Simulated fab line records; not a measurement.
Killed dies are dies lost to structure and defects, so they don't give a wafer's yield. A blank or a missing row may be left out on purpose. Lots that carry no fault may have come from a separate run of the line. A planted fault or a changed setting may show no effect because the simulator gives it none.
fab line records	flow sky130
[record] lots = 6	wafers = 16	last_day = 51
route steps=708 shown VIA1@467 METAL2@483
lots with no fault: from the same line, run without faults
start_h: hours from the record's opening day to when the first of the lot's shown wafers began	wait_h: hours elapsed since this lot's preceding step	" unchanged from the row above	L1.1+2: a row that stands for several wafers	- value missing, or start not given	* or withheld: withheld	< > ~ a bound
route shown NAME@n: NAME is a module with steps in the file, n the number in the route of the first one	usual: the fault-free wafers' mean and standard deviation	same: alike in all rows	chamber/n: place in a boat	sites: readings site by site	_std_site: the values' standard deviation	_edge_site: mean of outer sites minus mean of inner sites	radius_mm: for every site, how far away it sits from the centre of the wafer	mask NAME#n: copy n	behind: the most recent tool/chamber to have shaped the wafer	hold: cause of the lot's hold/its duration in hours/its outcome	device: the n, p or np transistor that did not switch	end of line: tests of these same wafers at the route's end	a step with no rows: only its recipe	killed: the dies lost at the first sort to structure and to defects; this is not the yield of the wafer	map: dies across one wafer; x = killed, . = not, _ = none there
set.NAME: the setting as run; set.NAME@STEP: as run at that earlier step	model.NAME: the simulator's own value behind a step, which no gauge read
lots at selected steps of the route; one table per step, one row per wafer
services: when a tool's chamber went out of use (start_h, in hours from the record's first day, below 0 if earlier), for how many hours, and the reason
[[steps]]
[step SKY_VIA1_EXPOSE_09]
[recipe] mask_id = VIM	na = 0.8	source_shape = annular	sigma_inner = 0.55	sigma_outer = 0.85	target_cd_nm = 150	dose_mj = 38
[step SKY_VIA1_PEB_10]
[recipe] peb_temp_c = withheld	peb_time_s = withheld	resist = KrF-thick
[step SKY_VIA1_DEVELOP_11]
[recipe] develop_time_s = 60	resist = KrF-thick	dev_temp_c = 21
[step SKY_VIA1_CD_MEAS_12]
[recipe] target_cd_nm = 150
[usual] cd_nm = 150.4/1.6
lot.wafer	tool	chamber	start_h	wait_h	cd_nm
L711.2	cd_sem-01	-	856.47	-	150.0
L711.3	"	-	"	"	149.4
L711.4	"	-	"	"	150.7
L714.3	cd_sem-01	-	879.95	-	148.1
L714.4	"	-	"	"	149.2
L714.6	"	-	"	"	147.9
L715.1	cd_sem-01	-	897.22	-	148.7
L715.2	"	-	"	"	147.6
L715.5	"	-	"	"	147.7
L716.1	cd_sem-01	-	901.46	-	149.9
L716.2	"	-	"	"	150.3
L717.1	cd_sem-01	-	907.25	-	151.2
L717.5	"	-	"	"	151.5
L724.1	cd_sem-01	-	961.73	-	151.5
L724.5	"	-	"	"	151.6
L724.6	"	-	"	"	153.6
[step SKY_VIA1_OVL_MEAS_13]
[usual] VIA1_OVL = -1/4.7
lot.wafer	tool	chamber	start_h	wait_h	VIA1_OVL[nm]
L711.2	overlay-02	-	856.58	0.1	2
L711.3	"	-	"	"	-4
L711.4	"	-	"	"	7
L714.3	overlay-01	-	880.05	0.1	-11
L714.4	"	-	"	"	-5
L714.6	"	-	"	"	-11
L715.1	overlay-02	-	897.34	0.1	-8
L715.2	"	-	"	"	0
L715.5	"	-	"	"	1
L716.1	overlay-02	-	901.58	0.1	5
L716.2	"	-	"	"	2
L717.1	overlay-01	-	907.37	0.1	-1
L717.5	"	-	"	"	8
L724.1	overlay-01	-	961.85	0.1	5
L724.5	"	-	"	"	5
L724.6	"	-	"	"	6
[step SKY_VIA1_ETCH_14]
[recipe] chemistry = N2/H2	target = BARC	ion_energy_ev = 200	source_w = 500	bias_w = 100	pressure_mtorr = 30	n2_flow_sccm = 100	h2_flow_sccm = 200	stop_on = SiO2	time_s = 45.9	target_depth_a = 600
[usual] drypump_motor_current_A = 5.8/0.57	oes_product_au = 0.856/0.005	throttle_valve_pct = 13.225/0.0096
lot.wafer	tool	chamber	start_h	wait_h	drypump_motor_current_A	oes_product_au	rf_hours_counter_h	throttle_valve_pct
L711.2	rie_diel-04	0	856.61	0.0	6.7	0.860	16	13.219
L711.3	"	2	"	"	6.5	0.850	14	13.232
L711.4	"	3	"	"	5.0	0.860	1	13.237
L714.3	rie_diel-04	0	880.07	0.0	6.7	0.859	17	13.240
L714.4	"	3	"	"	5.0	0.864	1	13.226
L714.6	"	2	"	"	6.5	0.857	-	13.224
L715.1	rie_diel-04	1	897.38	0.0	6.5	0.851	6	13.225
L715.2	"	3	"	"	5.0	0.864	2	13.230
L715.5	"	0	"	"	6.7	0.860	-	13.235
L716.1	rie_diel-02	0	901.62	0.0	5.3	0.868	12	13.246
L716.2	"	1	"	"	5.7	0.869	4	13.218
L717.1	rie_diel-04	0	907.41	0.0	6.7	0.856	18	13.211
L717.5	"	0	"	"	6.7	0.859	-	13.224
L724.1	rie_diel-04	3	961.89	0.0	5.0	0.860	4	13.229
L724.5	"	1	"	"	6.5	0.859	-	13.225
L724.6	"	0	"	"	6.6	0.866	-	13.233
[step SKY_VIA1_ETCH_15]
[recipe] target = SiO2	chemistry = C4F8/O2/Ar	target_depth_nm = 351	stop_on = TiN	mask_material = KrF-thick	source_w = 1500	bias_w = 1200	pressure_mtorr = 40	c4f8_flow_sccm = withheld	O2_flow_sccm = 6	Ar_flow_sccm = 300	time_s = 54
[usual] oes_product_au = 0.982/0.0058
lot.wafer	tool	chamber	start_h	wait_h	oes_product_au	rf_hours_counter_h
L711.2	rie_diel-04	0	856.65	0.0	0.985	16
L711.3	"	2	"	"	0.989	14
L711.4	"	3	"	"	0.983	1
L714.3	rie_diel-04	0	880.11	0.0	0.982	17
L714.4	"	3	"	"	0.973	1
L714.6	"	2	"	"	0.983	-
L715.1	rie_diel-04	1	897.42	0.0	0.980	6
L715.2	"	3	"	"	0.984	2
L715.5	"	0	"	"	0.984	-
L716.1	rie_diel-02	0	901.66	0.0	0.987	12
L716.2	"	1	"	"	0.979	4
L717.1	rie_diel-04	0	907.45	0.0	0.994	18
L717.5	"	0	"	"	0.985	-
L724.1	rie_diel-04	3	961.93	0.0	0.987	4
L724.5	"	1	"	"	0.972	-
L724.6	"	0	"	"	0.981	-
[step SKY_VIA1_STRIP_16]
[recipe] chemistry = O2/N2	power_w = 1400	pressure_mtorr = 1500	platen_temp_c = withheld	o2_flow_sccm = 3000	n2_flow_sccm = 300	overash_fraction = 0.5
[usual] drypump_motor_current_A = 5.7/0.57	oes_product_au = 0.416/0.0045	strip_time_to_endpoint_s = 4.459/0.026
lot.wafer	tool	chamber	start_h	wait_h	drypump_motor_current_A	oes_product_au	rf_hours_counter_h	strip_time_to_endpoint_s
L711.2	plasma_asher-02	1	856.70	0.0	4.7	0.410	3	4.424
L711.3	"	0	"	"	6.2	0.410	-	4.435
L711.4	"	1	"	"	4.7	0.418	-	4.477
L714.3	plasma_asher-01	1	880.19	0.1	6.2	0.414	-	4.451
L714.4	"	0	"	"	5.3	0.419	-	4.490
L714.6	"	0	"	"	5.4	0.410	-	4.452
L715.1	plasma_asher-02	0	897.47	0.0	6.2	0.415	6	4.473
L715.2	"	1	"	"	4.7	0.415	6	4.467
L715.5	"	0	"	"	6.2	0.406	-	4.424
L716.1	plasma_asher-03	0	901.71	0.0	5.6	0.421	77	4.489
L716.2	"	1	"	"	6.3	0.419	77	4.492
L717.1	plasma_asher-01	1	907.50	0.0	6.2	0.419	51	4.455
L717.5	"	0	"	"	5.4	0.421	-	4.435
L724.1	plasma_asher-03	1	961.98	0.0	6.3	0.419	83	4.447
L724.5	"	0	"	"	5.6	0.421	-	4.485
L724.6	"	1	"	"	6.3	0.411	-	4.434
[step SKY_VIA1_STRIP_17]
[recipe] chemistry = post_etch_residue_remover	time_s = 1200	temp_c = 72.5
[step SKY_VIA1_CLEAN_18]
[recipe] chemistry = IPA	time_s = 180	temp_c = 25
[step SKY_VIA1_CLEAN_19]
[recipe] chemistry = O3/DIW	dry = n2_spin
[step SKY_VIA1_SPUTTER_20]
[recipe] material = TiN	target_thk_nm = 20	chamber_pressure_pa = 5	power_w = 4000	time_s = 80
[usual] throttle_valve_pct = 30.4/0.95
lot.wafer	tool	chamber	start_h	wait_h	throttle_valve_pct
L711.2	pvd_sputter-01	-	857.39	0.0	31.1
L711.3	"	-	"	"	31.6
L711.4	"	-	"	"	30.8
L714.3	pvd_sputter-01	-	880.79	0.0	31.2
L714.4	"	-	"	"	31.5
L714.6	"	-	"	"	31.2
L715.1	pvd_sputter-04	-	898.15	0.0	29.9
L715.2	"	-	"	"	28.8
L715.5	"	-	"	"	29.8
L716.1	pvd_sputter-02	-	902.31	0.0	30.3
L716.2	"	-	"	"	28.6
L717.1	pvd_sputter-01	-	908.12	0.0	31.3
L717.5	"	-	"	"	31.2
L724.1	pvd_sputter-04	-	962.57	0.0	29.8
L724.5	"	-	"	"	30.4
L724.6	"	-	"	"	28.9
[step SKY_VIA1_CVD_21]
[recipe] material = W	target_thk_nm = 270	time_s = 80.902	temp_c = 400	pressure_torr = 40
[usual] heater_power_outer_w = 556/64	heater_power_w = 906/86
lot.wafer	tool	chamber	start_h	wait_h	heater_power_outer_w	heater_power_w	since_wet_clean_h	model.W_of_VIA1_CVD_21.thk_nm
L711.2	cvd_w-01	0	857.45	0.0	616	997	453	267.4
L711.3	"	1	"	"	552	905	-	271.3
L711.4	"	0	"	"	618	985	-	268
L714.3	cvd_w-02	1	880.89	0.1	619	971	-	266.4
L714.4	"	0	"	"	482	824	-	265.2
L714.6	"	0	"	"	484	815	-	267.9
L715.1	cvd_w-02	0	898.21	0.0	489	840	994	263.5
L715.2	"	1	"	"	618	956	994	260.9
L715.5	"	0	"	"	491	814	-	265.8
L716.1	cvd_w-01	1	902.37	0.0	534	902	498	418.1
L716.2	"	0	"	"	617	1000	498	270
L717.1	cvd_w-01	1	908.18	0.0	539	874	504	419.6
L717.5	"	0	"	"	629	1000	-	271
L724.1	cvd_w-02	0	962.63	0.0	439	735	45	275.2
L724.5	"	0	"	"	442	748	-	274.1
L724.6	"	1	"	"	551	892	-	268.7
[step SKY_VIA1_RS_MEAS_22]
[recipe] thk_meas_gauge = four-point-probe	reads = W_of_VIA1_CVD_21+TiN_of_VIA1_SPUTTER_20
[usual] VIA1_W_RS = 0.430/0.0046
lot.wafer	tool	chamber	start_h	wait_h	VIA1_W_RS[ohm/sq]
L711.2	film_metro-03	-	857.57	0.1	0.431
L711.3	"	-	"	"	0.425
L711.4	"	-	"	"	0.431
L714.3	film_metro-01	-	880.99	0.1	0.433
L714.4	"	-	"	"	0.435
L714.6	"	-	"	"	0.431
L715.1	film_metro-01	-	898.30	0.1	0.438
L715.2	"	-	"	"	0.442
L715.5	"	-	"	"	0.434
L716.1	film_metro-03	-	902.46	0.1	0.274
L716.2	"	-	"	"	0.428
L717.1	film_metro-01	-	908.27	0.1	0.273
L717.5	"	-	"	"	0.425
L724.1	film_metro-03	-	962.72	0.1	0.419
L724.5	"	-	"	"	0.420
L724.6	"	-	"	"	0.428
[step SKY_VIA1_THK_MEAS_23]
[recipe] thk_meas_gauge = xrf	reads = W_of_VIA1_CVD_21
[usual] VIA1_W_THK = 273/3.2
lot.wafer	tool	chamber	start_h	wait_h	VIA1_W_THK[nm]
L711.2	film_metro-03	-	857.68	0.1	270
L711.3	"	-	"	"	274
L711.4	"	-	"	"	271
L714.3	film_metro-01	-	881.09	0.1	274
L714.4	"	-	"	"	271
L714.6	"	-	"	"	275
L715.1	film_metro-01	-	898.42	0.1	271
L715.2	"	-	"	"	269
L715.5	"	-	"	"	272
L716.1	film_metro-03	-	902.58	0.1	420
L716.2	"	-	"	"	271
L717.1	film_metro-01	-	908.39	0.1	440
L717.5	"	-	"	"	278
L724.1	film_metro-03	-	962.84	0.1	280
L724.5	"	-	"	"	276
L724.6	"	-	"	"	271
[step SKY_VIA1_CMP_24]
[recipe] stop_on = SiO2	t_overpolish_s = 15	down_force_psi = 3.5	platen_rpm = 60	target_thk_nm = 0	pad_velocity_m_s = 0.94248
[usual] motor_current_A = 11.3/1.2	time_to_endpoint_s = 64/3.4
lot.wafer	tool	chamber	start_h	wait_h	motor_current_A	time_to_endpoint_s
L711.2	cmp-02	2	857.78	0.1	10.7	64
L711.4	"	3	"	"	12.2	69
L711.3	"	0	"	"	10.8	62
L714.3	cmp-02	0	881.18	0.1	10.8	61
L714.4	"	1	"	"	12.9	66
L714.6	"	0	"	"	10.6	63
L715.1	cmp-01	1	898.53	0.1	10.8	67
L715.2	"	2	"	"	10.8	65
L715.5	"	1	"	"	10.6	66
L716.2	cmp-02	1	902.69	0.1	12.9	67
L716.1	"	3	"	"	12.9	104
L717.1	cmp-01	2	908.95	0.6	10.6	104
L717.5	"	2	"	"	10.7	67
L724.1	cmp-02	3	963.00	0.1	13.6	69
L724.6	"	1	"	"	12.0	68
L724.5	"	2	"	"	11.0	61
[step SKY_METAL2_SPUTTER_00]
[recipe] material = Ti	target_thk_nm = 15	power_w = 3000	time_s = 10	chamber_pressure_pa = 0.4
[usual] throttle_valve_pct = 29.4/0.84
lot.wafer	tool	chamber	start_h	wait_h	throttle_valve_pct
L711.2	pvd_sputter-02	-	858.03	0.2	29.7
L711.3	"	-	"	"	28.7
L711.4	"	-	"	"	30.0
L714.3	pvd_sputter-04	-	881.43	0.2	30.4
L714.4	"	-	"	"	29.9
L714.6	"	-	"	"	28.4
L715.1	pvd_sputter-02	-	898.78	0.2	28.7
L715.2	"	-	"	"	30.2
L715.5	"	-	"	"	30.2
L716.1	pvd_sputter-03	-	902.94	0.1	28.1
L716.2	"	-	"	"	30.2
L717.1	pvd_sputter-03	-	909.20	0.2	28.3
L717.5	"	-	"	"	28.2
L724.1	pvd_sputter-02	-	963.20	0.1	30.0
L724.5	"	-	"	"	30.0
L724.6	"	-	"	"	29.5
[[services]]
tool	chamber	start_h	hours	kind
cvd_w-01	-	836.23	2.8	pm
plasma_asher-02	-	845.56	7.7	repair
cvd_w-02	-	859.63	0.8	repair
rie_diel-04	-	867.07	2.8	pm
cmp-01	-	867.94	12.5	repair
pvd_sputter-03	-	868.93	1.1	repair
rie_diel-02	1	871.97	12.6	repair
plasma_asher-02	-	874.53	15.6	pm
cmp-02	-	876.07	0.5	repair
plasma_asher-01	-	884.84	2.0	repair
rie_diel-04	1	890.49	6.2	repair
rie_diel-04	2	891.64	1.2	repair
cvd_w-02	-	904.00	14.0	pm
cvd_w-02	0	904.00	14.0	vent_cycle
cvd_w-02	1	904.00	14.0	vent_cycle
cvd_w-01	1	904.66	3.4	repair
cmp-02	-	907.53	3.5	repair
cmp-01	-	915.85	4.0	pm
plasma_asher-02	-	917.56	2.8	pm
pvd_sputter-02	-	937.82	1.3	repair
cmp-01	-	941.23	4.9	pm
plasma_asher-01	-	949.62	14.6	pm
cmp-02	-	950.58	5.5	pm
cmp-01	-	963.10	5.9	pm
[[key]]
[first_sign] step = SKY_VIA1_RS_MEAS_22	reading = VIA1_W_RS	direction = down	sigmas = 34	usual = 0.430	struck = 0.274
[effect] step = SKY_VIA1_THK_MEAS_23	reading = VIA1_W_THK	direction = up	sigmas = 49	usual = 273	struck = 430
[effect] step = SKY_VIA1_CMP_24	reading = time_to_endpoint_s	direction = up	sigmas = 12	usual = *	struck = *
[model_effect] step = SKY_VIA1_CVD_21	value = W_of_VIA1_CVD_21.thk_nm	without = 269.7	struck = 418.8
met_at SKY_VIA1_CVD_21
struck_wafers L716.1,L717.1
onset_between 857.45 902.37
[fault] kind = process_parameter_drift	tool = cvd_w-01	chamber = -	onset_h = 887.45	steps = SKY_VIA1_CVD_21	channel = target_thk_nm	offset = 149.73	shape = step	end_h = 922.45	scope = struck_wafers_only	acts_in = these_recipes_only	stated = 270
